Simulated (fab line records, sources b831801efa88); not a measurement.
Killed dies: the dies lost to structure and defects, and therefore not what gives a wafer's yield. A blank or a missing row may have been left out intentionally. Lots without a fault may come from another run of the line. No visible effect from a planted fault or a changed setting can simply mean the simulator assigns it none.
Which of the tools did it? || flow gf180mcu || 12 lots, 36 wafers sampled, at 5 steps of a route of 602

WHAT THE GAUGES READ, wafer by wafer
GF_V4_CD_MEAS_14 targets a cd of 260 nm. Usual: cd-nm 260.0 nm, standard deviation 1.1.
{"lot": "L383", "measured": "day 24 08:10", "on": "cd-sem-01", "cd-nm (nm)": "259.0 259.2 259.4", "flag": ""}
{"lot": "L384", "measured": "day 24 18:34", "on": "cd-sem-01", "cd-nm (nm)": "260.4 260.2 259.6", "flag": ""}
{"lot": "L385", "measured": "day 24 23:52", "on": "cd-sem-01", "cd-nm (nm)": "260.3 259.4 261.3", "flag": ""}
{"lot": "L387", "measured": "day 25 21:40", "on": "cd-sem-01", "cd-nm (nm)": "260.1 260.5 260.7", "flag": ""}
{"lot": "L388", "measured": "day 26 04:16", "on": "cd-sem-02", "cd-nm (nm)": "259.3 258.5 260.5", "flag": ""}
{"lot": "L389", "measured": "day 26 11:52", "on": "cd-sem-01", "cd-nm (nm)": "257.3 257.4 257.5", "flag": ""}
{"lot": "L392", "measured": "day 27 09:05", "on": "cd-sem-01", "cd-nm (nm)": "259.9 260.5 259.6", "flag": ""}
{"lot": "L398", "measured": "day 29 12:36", "on": "cd-sem-02", "cd-nm (nm)": "259.3 259.4 260.0", "flag": ""}
{"lot": "L399", "measured": "day 29 13:47", "on": "cd-sem-01", "cd-nm (nm)": "260.2 259.9 259.4", "flag": ""}
{"lot": "L400", "measured": "day 29 19:54", "on": "cd-sem-01", "cd-nm (nm)": "259.5 258.5 260.1", "flag": ""}
{"lot": "L402", "measured": "day 30 08:05", "on": "cd-sem-01", "cd-nm (nm)": "260.7 261.5 260.5", "flag": ""}
{"lot": "L404", "measured": "day 30 22:28", "on": "cd-sem-02", "cd-nm (nm)": "257.8 259.0 259.5", "flag": ""}

GF_TOP_METAL_OVL_MEAS_15. Usual: for TOP_METAL_OVL the level is 0.1 nm and the standard deviation is 1.4.
{"lot": "L383", "measured": "day 28 01:19", "on": "overlay-02", "TOP_METAL_OVL (nm)": "-0.9 0.3 0.3", "flag": ""}
{"lot": "L384", "measured": "day 28 11:11", "on": "overlay-02", "TOP_METAL_OVL (nm)": "1.3 0.0 0.6", "flag": ""}
{"lot": "L385", "measured": "day 28 16:56", "on": "overlay-02", "TOP_METAL_OVL (nm)": "-0.1 -0.3 0.8", "flag": ""}
{"lot": "L387", "measured": "day 29 10:49", "on": "overlay-02", "TOP_METAL_OVL (nm)": "1.6 1.1 0.4", "flag": ""}
{"lot": "L388", "measured": "day 29 15:41", "on": "overlay-02", "TOP_METAL_OVL (nm)": "-1.3 1.0 0.3", "flag": ""}
{"lot": "L389", "measured": "day 30 00:52", "on": "overlay-02", "TOP_METAL_OVL (nm)": "124.4 127.0 126.0", "flag": "OFF"}
{"lot": "L392", "measured": "day 30 18:41", "on": "overlay-01", "TOP_METAL_OVL (nm)": "126.1 126.4 125.5", "flag": "OFF"}
{"lot": "L398", "measured": "day 32 15:35", "on": "overlay-01", "TOP_METAL_OVL (nm)": "-0.8 0.2 0.4", "flag": ""}
{"lot": "L399", "measured": "day 32 17:44", "on": "overlay-01", "TOP_METAL_OVL (nm)": "-0.9 1.4 0.1", "flag": ""}
{"lot": "L400", "measured": "day 32 22:50", "on": "overlay-02", "TOP_METAL_OVL (nm)": "1.4 3.3 1.3", "flag": ""}
{"lot": "L402", "measured": "day 33 08:17", "on": "overlay-02", "TOP_METAL_OVL (nm)": "-0.9 -0.8 -0.9", "flag": ""}
{"lot": "L404", "measured": "day 33 20:38", "on": "overlay-01", "TOP_METAL_OVL (nm)": "-2.4 -0.6 -2.3", "flag": ""}

WHICH TOOL RAN EACH LOT (tool, then ch and the chambers of the sampled wafers, then the start)
{"lot": "L383", "GF_MIM_SPUTTER_07": "pvd-sputter-01, day 24 09:56", "GF_TOP_METAL_SPUTTER_00": "pvd-sputter-01, day 27 04:48", "GF_TOP_METAL_EXPOSE_11": "iline-stepper-02 ch 0, day 27 15:26"}
{"lot": "L384", "GF_MIM_SPUTTER_07": "pvd-sputter-03, day 24 20:43", "GF_TOP_METAL_SPUTTER_00": "pvd-sputter-04, day 27 14:54", "GF_TOP_METAL_EXPOSE_11": "iline-stepper-01 ch 0, day 28 01:23"}
{"lot": "L385", "GF_MIM_SPUTTER_07": "pvd-sputter-04, day 25 02:31", "GF_TOP_METAL_SPUTTER_00": "pvd-sputter-01, day 27 20:46", "GF_TOP_METAL_EXPOSE_11": "iline-stepper-02 ch 0, day 28 07:24"}
{"lot": "L387", "GF_MIM_SPUTTER_07": "pvd-sputter-03, day 25 23:29", "GF_TOP_METAL_SPUTTER_00": "pvd-sputter-02, day 28 15:35", "GF_TOP_METAL_EXPOSE_11": "iline-stepper-02 ch 0, day 29 01:13"}
{"lot": "L388", "GF_MIM_SPUTTER_07": "pvd-sputter-04, day 26 06:06", "GF_TOP_METAL_SPUTTER_00": "pvd-sputter-02, day 28 20:22", "GF_TOP_METAL_EXPOSE_11": "iline-stepper-02 ch 0, day 29 06:37"}
{"lot": "L389", "GF_MIM_SPUTTER_07": "pvd-sputter-04, day 26 13:42", "GF_TOP_METAL_SPUTTER_00": "pvd-sputter-04, day 29 05:52", "GF_TOP_METAL_EXPOSE_11": "iline-stepper-02 ch 0, day 29 15:30"}
{"lot": "L392", "GF_MIM_SPUTTER_07": "pvd-sputter-03, day 27 10:54", "GF_TOP_METAL_SPUTTER_00": "pvd-sputter-01, day 30 00:11", "GF_TOP_METAL_EXPOSE_11": "iline-stepper-02 ch 0, day 30 10:13"}
{"lot": "L398", "GF_MIM_SPUTTER_07": "pvd-sputter-04, day 29 14:33", "GF_TOP_METAL_SPUTTER_00": "pvd-sputter-02, day 31 23:07", "GF_TOP_METAL_EXPOSE_11": "iline-stepper-01 ch 0, day 32 07:40"}
{"lot": "L399", "GF_MIM_SPUTTER_07": "pvd-sputter-04, day 29 15:35", "GF_TOP_METAL_SPUTTER_00": "pvd-sputter-01, day 32 01:13", "GF_TOP_METAL_EXPOSE_11": "iline-stepper-01 ch 0, day 32 09:43"}
{"lot": "L400", "GF_MIM_SPUTTER_07": "pvd-sputter-01, day 29 21:44", "GF_TOP_METAL_SPUTTER_00": "pvd-sputter-01, day 32 06:48", "GF_TOP_METAL_EXPOSE_11": "iline-stepper-01 ch 0, day 32 15:10"}
{"lot": "L402", "GF_MIM_SPUTTER_07": "pvd-sputter-04, day 30 09:54", "GF_TOP_METAL_SPUTTER_00": "pvd-sputter-04, day 32 16:24", "GF_TOP_METAL_EXPOSE_11": "iline-stepper-01 ch 0, day 33 00:37"}
{"lot": "L404", "GF_MIM_SPUTTER_07": "pvd-sputter-04, day 31 00:17", "GF_TOP_METAL_SPUTTER_00": "pvd-sputter-04, day 33 05:01", "GF_TOP_METAL_EXPOSE_11": "iline-stepper-01 ch 0, day 33 13:28"}
- GF_MIM_SPUTTER_07: material TiN, target thk 60 nm, time 50 s.
- GF_TOP_METAL_SPUTTER_00: material Ti, target thk 37.5 nm, time 150 s.
- GF_TOP_METAL_EXPOSE_11: exposes mask MetalTop, target cd 440 nm.

WHAT THE TOOLS THEMSELVES READ (means of the sampled wafers that have a number; where no wafer has one, the mark that the record gives instead)
GF_MIM_SPUTTER_07. Usual: throttle-valve-pct 30.0 %, standard deviation 0.74.
{"lot": "L383", "tool": "pvd-sputter-01", "throttle-valve-pct (%)": 28.9, "flag": ""}
{"lot": "L384", "tool": "pvd-sputter-03", "throttle-valve-pct (%)": 29.6, "flag": ""}
{"lot": "L385", "tool": "pvd-sputter-04", "throttle-valve-pct (%)": 30.6, "flag": ""}
{"lot": "L387", "tool": "pvd-sputter-03", "throttle-valve-pct (%)": 29.7, "flag": ""}
{"lot": "L388", "tool": "pvd-sputter-04", "throttle-valve-pct (%)": 30.4, "flag": ""}
{"lot": "L389", "tool": "pvd-sputter-04", "throttle-valve-pct (%)": 29.9, "flag": ""}
{"lot": "L392", "tool": "pvd-sputter-03", "throttle-valve-pct (%)": 29.9, "flag": ""}
{"lot": "L398", "tool": "pvd-sputter-04", "throttle-valve-pct (%)": 30.1, "flag": ""}
{"lot": "L399", "tool": "pvd-sputter-04", "throttle-valve-pct (%)": 31.0, "flag": ""}
{"lot": "L400", "tool": "pvd-sputter-01", "throttle-valve-pct (%)": 29.5, "flag": ""}
{"lot": "L402", "tool": "pvd-sputter-04", "throttle-valve-pct (%)": 30.0, "flag": ""}
{"lot": "L404", "tool": "pvd-sputter-04", "throttle-valve-pct (%)": 30.3, "flag": ""}

GF_TOP_METAL_SPUTTER_00. Usual: substrate-temp-c 199.97 C, standard deviation 0.15; throttle-valve-pct 29.7 %, standard deviation 0.96.
{"lot": "L383", "tool": "pvd-sputter-01", "substrate-temp-c (C)": 199.94, "throttle-valve-pct (%)": 29.5, "flag": ""}
{"lot": "L384", "tool": "pvd-sputter-04", "substrate-temp-c (C)": 200.13, "throttle-valve-pct (%)": 29.5, "flag": ""}
{"lot": "L385", "tool": "pvd-sputter-01", "substrate-temp-c (C)": 200.00, "throttle-valve-pct (%)": 29.0, "flag": ""}
{"lot": "L387", "tool": "pvd-sputter-02", "substrate-temp-c (C)": 199.83, "throttle-valve-pct (%)": 29.8, "flag": ""}
{"lot": "L388", "tool": "pvd-sputter-02", "substrate-temp-c (C)": 200.04, "throttle-valve-pct (%)": 29.3, "flag": ""}
{"lot": "L389", "tool": "pvd-sputter-04", "substrate-temp-c (C)": 200.10, "throttle-valve-pct (%)": 30.8, "flag": ""}
{"lot": "L392", "tool": "pvd-sputter-01", "substrate-temp-c (C)": 200.04, "throttle-valve-pct (%)": 29.5, "flag": ""}
{"lot": "L398", "tool": "pvd-sputter-02", "substrate-temp-c (C)": 200.09, "throttle-valve-pct (%)": 29.0, "flag": ""}
{"lot": "L399", "tool": "pvd-sputter-01", "substrate-temp-c (C)": 199.98, "throttle-valve-pct (%)": 29.6, "flag": ""}
{"lot": "L400", "tool": "pvd-sputter-01", "substrate-temp-c (C)": 199.96, "throttle-valve-pct (%)": 28.6, "flag": ""}
{"lot": "L402", "tool": "pvd-sputter-04", "substrate-temp-c (C)": 200.06, "throttle-valve-pct (%)": 30.2, "flag": ""}
{"lot": "L404", "tool": "pvd-sputter-04", "substrate-temp-c (C)": 199.93, "throttle-valve-pct (%)": 29.7, "flag": ""}

GF_TOP_METAL_EXPOSE_11. Usual: reticle-temp-C 23.01 C, standard deviation 0.091.
{"lot": "L383", "tool": "iline-stepper-02", "reticle-temp-C (C)": 23.03, "flag": ""}
{"lot": "L384", "tool": "iline-stepper-01", "reticle-temp-C (C)": 22.94, "flag": ""}
{"lot": "L385", "tool": "iline-stepper-02", "reticle-temp-C (C)": 23.05, "flag": ""}
{"lot": "L387", "tool": "iline-stepper-02", "reticle-temp-C (C)": 23.20, "flag": ""}
{"lot": "L388", "tool": "iline-stepper-02", "reticle-temp-C (C)": 23.20, "flag": ""}
{"lot": "L389", "tool": "iline-stepper-02", "reticle-temp-C (C)": 22.98, "flag": ""}
{"lot": "L392", "tool": "iline-stepper-02", "reticle-temp-C (C)": 22.90, "flag": ""}
{"lot": "L398", "tool": "iline-stepper-01", "reticle-temp-C (C)": 23.02, "flag": ""}
{"lot": "L399", "tool": "iline-stepper-01", "reticle-temp-C (C)": 23.10, "flag": ""}
{"lot": "L400", "tool": "iline-stepper-01", "reticle-temp-C (C)": 22.96, "flag": ""}
{"lot": "L402", "tool": "iline-stepper-01", "reticle-temp-C (C)": 22.90, "flag": ""}
{"lot": "L404", "tool": "iline-stepper-01", "reticle-temp-C (C)": 22.94, "flag": ""}

THE ANSWER, worked out from the rows above alone
Rule: a lot is off if the mean of its wafers that have a number lies more than 3 standard deviations from the usual mean. Also off: a lot with no number at a reading for which 4 or more lots have one. Any other lot the step has rows for is counted as sound. After the gauges, taken in route order, come the tools' own readings; for these a lot's mean is taken, as printed above. At the first step where some lot is off, the reading lying furthest off is the one used; lots without a number count as furthest.
Off: L389, L392, seen at GF_TOP_METAL_OVL_MEAS_15 (TOP_METAL_OVL).
A tool fits if, at a process step before that reading, it ran every lot that is off, and no sound lot after the first of them. The gauges at GF_TOP_METAL_OVL_MEAS_15 are tried like those tools. One fits: iline-stepper-02 at GF_TOP_METAL_EXPOSE_11. Its last sound lot is L388 (day 29 06:37), its first lot that is off L389 (day 29 15:30): a fault that began between those two fits.

WHAT THE SIMULATOR PUT IN
Scanner matching overlay: iline-stepper-02, from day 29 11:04 on, at GF_TOP_METAL_EXPOSE_11. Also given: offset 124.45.
Lots struck among those shown: L389, L392. Same finding as the rule above.
